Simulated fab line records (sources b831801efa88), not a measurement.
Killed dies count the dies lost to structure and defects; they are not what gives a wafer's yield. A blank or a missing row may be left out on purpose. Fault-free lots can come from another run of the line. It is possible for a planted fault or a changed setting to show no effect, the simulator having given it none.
Commonality check across tools / flow sfqLine / Sample size 15 lots and 45 wafers

== WHY IT WAS OPENED ==
At SFQ_M1_RS_MEAS_909 the reading M1_NB_RS is flagged on 3 of 15 lots. Wafers without a fault read 0.888 ohm/sq, standard deviation 0.0097.
Rule: flag the lot when none of its wafers has a number, or when each of its wafers that has one lies beyond 4 standard deviations from that mean. The rest of the lots are taken to be sound.

lot=L109; measured=day 17 17:28; on=filmMetro-03; M1_NB_RS (ohm/sq), wafer by wafer=0.870 0.888 0.875; flag=
lot=L112; measured=day 19 02:38; on=filmMetro-03; M1_NB_RS (ohm/sq), wafer by wafer=0.876 0.872 0.881; flag=
lot=L113; measured=day 19 19:49; on=filmMetro-01; M1_NB_RS (ohm/sq), wafer by wafer=0.442 0.445 0.446; flag=FLAGGED
lot=L114; measured=day 20 07:32; on=filmMetro-03; M1_NB_RS (ohm/sq), wafer by wafer=0.878 0.890 0.896; flag=
lot=L115; measured=day 21 07:32; on=filmMetro-03; M1_NB_RS (ohm/sq), wafer by wafer=0.880 0.897 0.898; flag=
lot=L116; measured=day 21 15:57; on=filmMetro-01; M1_NB_RS (ohm/sq), wafer by wafer=0.893 0.887 0.891; flag=
lot=L118; measured=day 22 12:48; on=filmMetro-01; M1_NB_RS (ohm/sq), wafer by wafer=0.437 0.440 0.440; flag=FLAGGED
lot=L119; measured=day 23 02:10; on=filmMetro-04; M1_NB_RS (ohm/sq), wafer by wafer=0.447 0.441 0.443; flag=FLAGGED
lot=L123; measured=day 24 06:40; on=filmMetro-03; M1_NB_RS (ohm/sq), wafer by wafer=0.907 0.899 0.908; flag=
lot=L125; measured=day 25 08:31; on=filmMetro-01; M1_NB_RS (ohm/sq), wafer by wafer=0.887 0.891 0.882; flag=
lot=L126; measured=day 25 12:07; on=filmMetro-04; M1_NB_RS (ohm/sq), wafer by wafer=0.879 0.881 0.891; flag=
lot=L127; measured=day 25 19:57; on=filmMetro-01; M1_NB_RS (ohm/sq), wafer by wafer=0.900 0.905 0.899; flag=
lot=L128; measured=day 25 23:33; on=filmMetro-03; M1_NB_RS (ohm/sq), wafer by wafer=0.896 0.885 0.902; flag=
lot=L129; measured=day 26 04:38; on=filmMetro-03; M1_NB_RS (ohm/sq), wafer by wafer=0.902 0.903 0.900; flag=
lot=L131; measured=day 27 06:41; on=filmMetro-03; M1_NB_RS (ohm/sq), wafer by wafer=0.866 0.871 0.870; flag=
On average the flagged lots' numbers are 0.442 ohm/sq, which is -0.446 ohm/sq against the usual, or -46 standard deviations.

== LOT BY LOT: THE TOOL USED ==
The record keeps 1 process step preceding the reading, out of 325 steps on the route. In each cell: the tool, then ch and the chambers that the sampled wafers went through, then the start.
lot=L109; flag=; SFQ_TRILAYER_M1_DEP_SPUTTER_037=pvdSputter-03, day 17 17:22
lot=L112; flag=; SFQ_TRILAYER_M1_DEP_SPUTTER_037=pvdSputter-03, day 19 02:30
lot=L113; flag=FLAGGED; SFQ_TRILAYER_M1_DEP_SPUTTER_037=pvdSputter-06, day 19 19:26
lot=L114; flag=; SFQ_TRILAYER_M1_DEP_SPUTTER_037=pvdSputter-03, day 20 07:26
lot=L115; flag=; SFQ_TRILAYER_M1_DEP_SPUTTER_037=pvdSputter-03, day 21 07:26
lot=L116; flag=; SFQ_TRILAYER_M1_DEP_SPUTTER_037=pvdSputter-06, day 21 15:52
lot=L118; flag=FLAGGED; SFQ_TRILAYER_M1_DEP_SPUTTER_037=pvdSputter-06, day 22 12:25
lot=L119; flag=FLAGGED; SFQ_TRILAYER_M1_DEP_SPUTTER_037=pvdSputter-04, day 23 01:49
lot=L123; flag=; SFQ_TRILAYER_M1_DEP_SPUTTER_037=pvdSputter-03, day 24 06:34
lot=L125; flag=; SFQ_TRILAYER_M1_DEP_SPUTTER_037=pvdSputter-04, day 25 08:25
lot=L126; flag=; SFQ_TRILAYER_M1_DEP_SPUTTER_037=pvdSputter-03, day 25 12:01
lot=L127; flag=; SFQ_TRILAYER_M1_DEP_SPUTTER_037=pvdSputter-04, day 25 19:49
lot=L128; flag=; SFQ_TRILAYER_M1_DEP_SPUTTER_037=pvdSputter-03, day 25 23:25
lot=L129; flag=; SFQ_TRILAYER_M1_DEP_SPUTTER_037=pvdSputter-04, day 26 04:31
lot=L131; flag=; SFQ_TRILAYER_M1_DEP_SPUTTER_037=pvdSputter-06, day 27 06:35
What the steps here do:
- SFQ_TRILAYER_M1_DEP_SPUTTER_037: material Nb, target thk 200 nm, time 133.3 s.
- SFQ_M1_RS_MEAS_909: measures by four-point-probe.

== FLAGGED OVER TOTAL, TOOL BY TOOL (the gauges that took the reading come last) ==
step=SFQ_TRILAYER_M1_DEP_SPUTTER_037; tool=pvdSputter-03; lots run=7; flagged=0; share of the flagged lots=none; sound lots run after its first flagged lot=-
step=SFQ_TRILAYER_M1_DEP_SPUTTER_037; tool=pvdSputter-04; lots run=4; flagged=1; share of the flagged lots=some; sound lots run after its first flagged lot=3 (L125,L127,L129)
step=SFQ_TRILAYER_M1_DEP_SPUTTER_037; tool=pvdSputter-06; lots run=4; flagged=2; share of the flagged lots=some; sound lots run after its first flagged lot=2 (L116,L131)
step=SFQ_M1_RS_MEAS_909; tool=filmMetro-01; lots run=5; flagged=2; share of the flagged lots=some; sound lots run after its first flagged lot=3 (L116,L125,L127)
step=SFQ_M1_RS_MEAS_909; tool=filmMetro-03; lots run=8; flagged=0; share of the flagged lots=none; sound lots run after its first flagged lot=-
step=SFQ_M1_RS_MEAS_909; tool=filmMetro-04; lots run=2; flagged=1; share of the flagged lots=some; sound lots run after its first flagged lot=1 (L126)

== WHAT THE TABLE PERMITS ==
No row of the table ran every flagged lot.

== WHAT THE SIMULATOR HAD INSERTED ==
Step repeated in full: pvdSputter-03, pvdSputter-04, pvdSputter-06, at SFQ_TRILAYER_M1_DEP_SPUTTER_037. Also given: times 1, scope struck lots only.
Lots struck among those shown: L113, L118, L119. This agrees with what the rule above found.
